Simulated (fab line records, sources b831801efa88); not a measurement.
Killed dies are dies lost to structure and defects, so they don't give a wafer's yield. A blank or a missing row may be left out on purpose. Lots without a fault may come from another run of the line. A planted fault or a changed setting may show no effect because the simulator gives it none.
fab line records | flow sky130 | part 2 of 2: steps 27 to 36 of 36
record lots=5 wafers=15 last_day=49
route steps=708 shown METAL2@497 VIA2@507 METAL3@532
lots that met no fault: from a run of the same line without faults
start_h: hours from the record's first day to the start of the lot's first wafer shown | wait_h: hours since the lot's step before | " the same as in the row above | L1.1+2: a row that stands for several wafers | - no value, or no start given | * or withheld: withheld | < > ~ a bound
route shown NAME@n: a module of which the file shows steps, and the number in the route of the first | usual: mean/standard deviation of fault-free wafers | same: alike in all rows | chamber/n: place in a boat | sites: the reading at each site | _std_site: their standard deviation | _edge_site: outer sites' mean less inner sites' | radius_mm: how far each site lies from the wafer's centre | mask NAME#n: copy n | behind: the tool/chamber that last shaped the wafer | hold: why the lot was held/for how many hours/how that ended | device: the transistor (n, p or np) that didn't switch | end of line: the same wafers' tests at the end of the route | a step without rows: its recipe alone | killed: dies lost to structure and defects at the first sort, not the wafer's yield | map: a wafer's dies, x killed, . not, _ none there
set.NAME: the setting as run; set.NAME@STEP: as run at that earlier step | model.NAME: the simulator's own value behind a step, which no gauge read
lots at some steps of the route; a table a step, a row a wafer
services: from which hour (start_h, from the record's first day; less than 0 if before it) a tool's chamber was out of use, for how many hours, and why
## steps
# step SKY_VIA2_STRIP_16
# recipe chemistry=O2/N2 power_w=1400 pressure_mtorr=1500 platen_temp_c=withheld o2_flow_sccm=3000 n2_flow_sccm=300 overash_fraction=0.5
# usual drypump_motor_current_A=5.5/0.46 oes_product_au=0.399/0.0046 strip_time_to_endpoint_s=4.048/0.022
# columns lot.wafer tool chamber start_h wait_h drypump_motor_current_A oes_product_au rf_hours_counter_h strip_time_to_endpoint_s
L074.2 plasma_asher-02 0 844.53 0.0 6.3 0.408 42 4.044
L074.3 " 0 " " 6.3 0.401 - 3.995
L074.6 " 1 " " 5.5 0.400 - 4.042
L076.2 plasma_asher-03 0 865.69 0.0 5.5 0.393 101 4.087
L076.4 " 0 " " 5.5 0.400 - 4.040
L076.5 " 0 " " 5.5 0.394 - 4.082
L085.1 plasma_asher-01 1 933.85 0.0 5.1 0.394 19 4.075
L085.2 " 0 " " 4.9 0.399 19 4.056
L085.6 " 0 " " 4.9 0.399 - 4.053
L089.2 plasma_asher-01 1 960.25 0.0 5.1 0.409 22 4.061
L089.4 " 1 " " 5.1 0.400 - 4.038
L089.6 " 0 " " 4.9 0.399 - 4.074
L092.3 plasma_asher-01 0 975.92 0.1 4.9 0.398 - 4.041
L092.4 " 1 " " 5.1 0.394 - 4.072
L092.6 " 0 " " 4.9 0.400 - 4.063
# step SKY_VIA2_STRIP_17
# recipe chemistry=post_etch_residue_remover time_s=1200 temp_c=72.5
# columns lot.wafer tool chamber start_h wait_h
L074.2+3+6 wet_bench-03 1 844.63 0.1
L076.2+4+5 wet_bench-04 0 865.79 0.1
L085.1+2+6 wet_bench-03 3 933.95 0.1
L089.2+4+6 wet_bench-03 0 960.35 0.1
L092.3+4+6 wet_bench-04 0 975.98 0.0
# step SKY_VIA2_CLEAN_18
# recipe chemistry=IPA time_s=180 temp_c=25
# columns lot.wafer tool chamber start_h wait_h
L074.2+3+6 wet_bench-01 1 844.98 0.0
L076.2+4+5 wet_bench-03 0 866.17 0.0
L085.1+2+6 wet_bench-04 0 934.29 0.0
L089.2+4+6 wet_bench-01 2 960.72 0.0
L092.3+4+6 wet_bench-03 1 976.36 0.0
# step SKY_VIA2_CLEAN_19
# recipe chemistry=O3/DIW dry=n2_spin
# columns lot.wafer tool chamber start_h wait_h
L074.2+3+6 wet_bench-04 0 845.03 0.0
L076.2+4+5 wet_bench-01 0 866.23 0.0
L085.1+2+6 wet_bench-03 3 934.35 0.0
L089.2+4+6 wet_bench-04 0 960.79 0.0
L092.3+4+6 wet_bench-04 0 976.42 0.0
# step SKY_VIA2_SPUTTER_20
# recipe material=TiN target_thk_nm=20 chamber_pressure_pa=5 power_w=4000 time_s=80
# usual cathode_dc_power_W=4000.0/0.65 throttle_valve_pct=29.6/0.96
# columns lot.wafer tool chamber start_h wait_h cathode_dc_power_W throttle_valve_pct
L074.2 pvd_sputter-01 - 845.13 0.0 3998.7 29.6
L074.3 " - " " 3999.4 30.7
L074.6 " - " " 3999.3 31.7
L076.2 pvd_sputter-04 - 866.32 0.0 4000.3 29.7
L076.4 " - " " 3999.5 29.5
L076.5 " - " " 4001.2 29.8
L085.1 pvd_sputter-01 - 934.44 0.0 4001.2 29.8
L085.2 " - " " 4000.7 30.7
L085.6 " - " " 3999.7 31.3
L089.2 pvd_sputter-01 - 960.88 0.0 4000.2 31.1
L089.4 " - " " 4000.4 29.1
L089.6 " - " " 4000.3 31.0
L092.3 pvd_sputter-04 - 976.52 0.0 4000.4 30.1
L092.4 " - " " 4001.3 29.4
L092.6 " - " " 4000.2 29.6
# step SKY_VIA2_CVD_21
# recipe material=W target_thk_nm=420 time_s=126.4 temp_c=400 pressure_torr=40
# usual heater_power_outer_w=492/65 heater_power_w=825/66
# columns lot.wafer tool chamber start_h wait_h heater_power_outer_w heater_power_w
L074.2 cvd_w-02 0 845.19 0.0 589 926
L074.3 " 0 " " 587 916
L074.6 " 0 " " 598 900
L076.2 cvd_w-02 0 866.38 0.0 605 908
L076.4 " 1 " " 576 951
L076.5 " 0 " " 590 900
L085.1 cvd_w-01 0 934.50 0.0 454 751
L085.2 " 1 " " 414 788
L085.6 " 1 " " 411 777
L089.2 cvd_w-02 1 960.94 0.0 544 882
L089.4 " 1 " " 550 883
L089.6 " 1 " " 537 874
L092.3 cvd_w-01 1 976.62 0.1 414 799
L092.4 " 0 " " 477 782
L092.6 " 1 " " 425 783
# step SKY_VIA2_RS_MEAS_22
# recipe thk_meas_gauge=four-point-probe reads=W_of_VIA2_CVD_21+TiN_of_VIA2_SPUTTER_20
# usual VIA2_W_RS=0.273/0.0037
# columns lot.wafer tool chamber start_h wait_h VIA2_W_RS[ohm/sq]
L074.2 film_metro-02 - 845.34 0.1 0.275
L074.3 " - " " 0.271
L074.6 " - " " 0.272
L076.2 film_metro-02 - 866.53 0.1 0.275
L076.4 " - " " 0.272
L076.5 " - " " 0.274
L085.1 film_metro-03 - 934.63 0.1 0.272
L085.2 " - " " 0.275
L085.6 " - " " 0.276
L089.2 film_metro-02 - 961.09 0.1 0.268
L089.4 " - " " 0.269
L089.6 " - " " 0.268
L092.3 film_metro-01 - 976.75 0.1 0.276
L092.4 " - " " 0.271
L092.6 " - " " 0.278
# step SKY_VIA2_THK_MEAS_23
# recipe thk_meas_gauge=xrf reads=W_of_VIA2_CVD_21
# usual VIA2_W_THK=418/6.8
# columns lot.wafer tool chamber start_h wait_h VIA2_W_THK[nm]
L074.2 film_metro-02 - 845.45 0.1 420
L074.3 " - " " 427
L074.6 " - " " 425
L076.2 film_metro-02 - 866.64 0.1 412
L076.4 " - " " 416
L076.5 " - " " 413
L085.1 film_metro-03 - 934.75 0.1 413
L085.2 " - " " 411
L085.6 " - " " 405
L089.2 film_metro-02 - 961.20 0.1 427
L089.4 " - " " 426
L089.6 " - " " 428
L092.3 film_metro-01 - 976.85 0.1 416
L092.4 " - " " 425
L092.6 " - " " 411
# step SKY_VIA2_CMP_24
# recipe stop_on=SiO2 t_overpolish_s=20 down_force_psi=3.5 platen_rpm=60 target_thk_nm=0 pad_velocity_m_s=0.94248
# usual head_pressure_psi=3.501/0.0072 motor_current_A=11.2/0.89 overpolish_run_s=19.999/0.0094 platen_rpm=60.00/0.039 time_to_endpoint_s=104/3.8
# columns lot.wafer tool chamber start_h wait_h head_pressure_psi motor_current_A overpolish_run_s platen_rpm time_to_endpoint_s
L074.2 cmp-02 3 845.50 0.0 3.499 10.0 20.006 60.00 111
L074.3 " 0 " " 3.498 12.4 20.004 59.92 98
L074.6 " 3 " " 3.496 10.3 20.009 60.00 111
L076.2 cmp-01 2 866.79 0.1 3.496 12.5 19.991 60.02 102
L076.4 " 3 " " 3.516 11.1 19.988 60.03 96
L076.5 " 0 " " 3.505 11.0 20.010 59.99 103
L085.2 cmp-01 0 934.91 0.1 3.501 11.1 20.003 59.97 100
L085.1 " 1 " " 3.502 10.8 20.014 60.01 108
L085.6 " 3 " " 3.511 11.1 19.999 59.98 101
L089.4 cmp-02 3 961.30 0.1 3.505 10.2 19.995 60.08 110
L089.2 " 0 " " 3.504 11.7 19.991 60.04 102
L089.6 " 2 " " 3.502 10.5 20.002 60.01 109
L092.4 cmp-02 0 976.94 0.1 3.509 12.8 19.999 59.99 99
L092.3 " 1 " " 3.494 11.4 20.004 60.01 99
L092.6 " 3 " " 3.512 9.6 19.994 60.02 99
# step SKY_METAL3_SPUTTER_00
# recipe material=Ti target_thk_nm=15 power_w=3000 time_s=10 chamber_pressure_pa=0.4
# usual cathode_dc_power_W=3000.0/0.56 throttle_valve_pct=30.2/1.2
# columns lot.wafer tool chamber start_h wait_h cathode_dc_power_W throttle_valve_pct
L074.2 pvd_sputter-01 - 845.80 0.2 3000.3 31.3
L074.3 " - " " 3000.0 28.9
L074.6 " - " " 3000.4 31.4
L076.2 pvd_sputter-02 - 866.99 0.1 3000.4 31.3
L076.4 " - " " 2999.3 32.1
L076.5 " - " " 2999.5 31.0
L085.1 pvd_sputter-04 - 935.11 0.1 2999.4 29.6
L085.2 " - " " 2999.3 29.5
L085.6 " - " " 3000.0 29.4
L089.2 pvd_sputter-04 - 961.55 0.1 3000.6 29.6
L089.4 " - " " 3000.3 29.6
L089.6 " - " " 2999.6 30.3
L092.3 pvd_sputter-01 - 977.19 0.1 2999.8 29.6
L092.4 " - " " 3000.4 29.5
L092.6 " - " " 2999.7 31.4
## services
# columns tool chamber start_h hours kind
pvd_sputter-01 - 798.65 1.4 repair
rie_metal-02 0 808.44 5.5 repair
rie_metal-02 1 822.84 14.7 repair
rie_diel-04 - 830.94 2.5 repair
rie_metal-04 - 845.63 0.4 repair
cmp-02 - 845.88 1.7 repair
cmp-02 - 848.20 1.6 repair
pvd_sputter-01 - 854.80 13.4 repair
cmp-02 - 863.62 8.1 pm
cmp-02 - 880.56 7.6 pm
wet_bench-03 - 880.91 1.9 pm
rie_metal-04 - 883.74 0.8 repair
pvd_sputter-01 - 884.34 2.2 repair
wet_bench-04 - 891.02 4.5 repair
rie_metal-02 1 897.76 6.1 repair
cmp-02 - 912.02 4.0 pm
cmp-02 - 914.58 6.1 repair
pvd_sputter-01 - 917.96 1.3 repair
rie_diel-01 3 919.19 19.0 repair
cmp-02 - 926.61 0.6 repair
cmp-02 - 938.89 0.2 repair
rie_metal-04 - 953.81 15.6 pm
wet_bench-01 - 962.26 4.4 pm
rie_metal-02 0 976.26 21.6 repair
